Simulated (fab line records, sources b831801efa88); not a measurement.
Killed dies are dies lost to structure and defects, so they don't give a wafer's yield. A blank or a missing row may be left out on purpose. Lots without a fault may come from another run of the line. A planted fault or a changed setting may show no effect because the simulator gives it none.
Which tool did it? | flow sky130 | 6 lots, 18 wafers sampled, at 2 steps of a route of 708

WHAT THE GAUGES READ, wafer by wafer
SKY_VT_ADJUST_HVTR_CD_MEAS_07: target cd 380 nm.
lot  | measured     | on        | cd_nm (nm)
L795 | day 10 04:03 | cd_sem-01 | 378.5 379.7 382.0
L799 | day 11 07:52 | cd_sem-01 | 378.0 377.3 380.1
L805 | day 13 06:40 | cd_sem-01 | 379.5 381.9 380.9
L810 | day 14 15:40 | cd_sem-01 | 381.9 380.6 381.5
L813 | day 15 17:24 | cd_sem-01 | 379.9 380.2 378.9
L816 | day 16 15:07 | cd_sem-02 | 379.4 378.6 379.3

WHICH TOOL RAN EACH LOT (tool, then ch and the chambers of the sampled wafers, then the start)
lot  | SKY_VT_ADJUST_NCORE_STRIP_10
L795 | plasma_asher-04 ch 0,1, day 9 06:12
L799 | plasma_asher-04 ch 1, day 10 08:55
L805 | plasma_asher-03 ch 1, day 12 05:51
L810 | plasma_asher-03 ch 0,1, day 13 14:37
L813 | plasma_asher-04 ch 0,1, day 14 14:29
L816 | plasma_asher-04 ch 0,1, day 15 11:23
- SKY_VT_ADJUST_NCORE_STRIP_10: strips in O2/N2.

THE ANSWER, worked out from the rows above alone
Rule: what is usual is taken from the lots themselves. Put in order of their means at a reading, lots are off if they are a third of the lots or fewer, leave a main group of 4 or more, and stand apart from it by a gap of 3 or more times the standard deviation of the main group's means; of several such gaps the widest counts. A main group whose means are all the same, to the digits that the tables above print for the reading, isn't used. A lot without any number at a reading at which 4 lots or more have one is off too. The other lots that the step has rows for count as sound.
No lot is off at any reading shown: from this, nothing can be told.

WHAT THE SIMULATOR HAD PUT IN
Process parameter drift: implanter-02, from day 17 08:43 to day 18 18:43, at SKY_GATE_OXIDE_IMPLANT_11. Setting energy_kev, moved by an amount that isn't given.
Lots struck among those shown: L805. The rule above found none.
